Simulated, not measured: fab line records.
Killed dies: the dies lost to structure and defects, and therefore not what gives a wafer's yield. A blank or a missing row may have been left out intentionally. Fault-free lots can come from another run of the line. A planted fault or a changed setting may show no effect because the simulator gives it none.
Matching of chambers + flow sfq_line + SFQ_TRILAYER_A5B_CMP_CMP_130 on cmp-02 has 4 sister chambers
The step polishes, stops on Nb, target thk 340.7 nm. 7 wafers are shown with their chamber, then 6 later ones without.

## WAFERS WITH THEIR CHAMBER
| wafer  | chamber | motor_current_A (A) | retaining_ring_pressure_frac |
|--------|---------|---------------------|------------------------------|
| L455.1 | 1       | 10.3                | 0.995                        |
| L458.3 | 3       | 10.6                | 1.001                        |
| L458.5 | 3       | 10.8                | 1.001                        |
| L461.2 | 1       | 10.7                | 0.997                        |
| L461.5 | 2       | 11.3                | 0.998                        |
| L464.2 | 2       | 11.1                | 0.999                        |
| L464.5 | 0       | 8.8                 | 0.995                        |

## WAFERS WITH NO CHAMBER GIVEN
| wafer  | motor_current_A (A) | retaining_ring_pressure_frac |
|--------|---------------------|------------------------------|
| L464.6 | 10.2                | 1.003                        |
| L467.4 | 11.4                | 0.994                        |
| L467.6 | 8.9                 | 0.990                        |
| L476.1 | 10.8                | 0.989                        |
| L476.3 | 9.9                 | 0.998                        |
| L476.5 | 9.7                 | 1.005                        |

## THE CHAMBER EACH PASSED THROUGH
| wafer  | from the rows above     | in truth                   |
|--------|-------------------------|----------------------------|
| L464.6 | 3                       | 3                          |
| L467.4 | can't be placed: 1 or 2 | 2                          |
| L467.6 | 0                       | 0                          |
| L476.1 | 1                       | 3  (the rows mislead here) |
| L476.3 | can't be placed: 1 or 3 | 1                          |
| L476.5 | 3                       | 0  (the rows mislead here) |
Correct placement for 2 of the 6. Cannot be placed on the basis of these rows: 2; the candidates contain the true chamber in 2. 2 placed wrongly.
How it was worked out, from the rows above alone: a wafer's distance from a chamber is the root of the sum, over the readings, of the square of ((its reading less the chamber's mean) divided by the reading's scatter). The wafer belongs to the nearest chamber; if the next one is less than 2 further off, it can't be placed. A chamber's mean is the mean of its shown wafers. How the scatter is found: for the shown wafers, subtract from each reading the mean of its chamber, square and add these, divide the total by (wafers less chambers), then take the root.
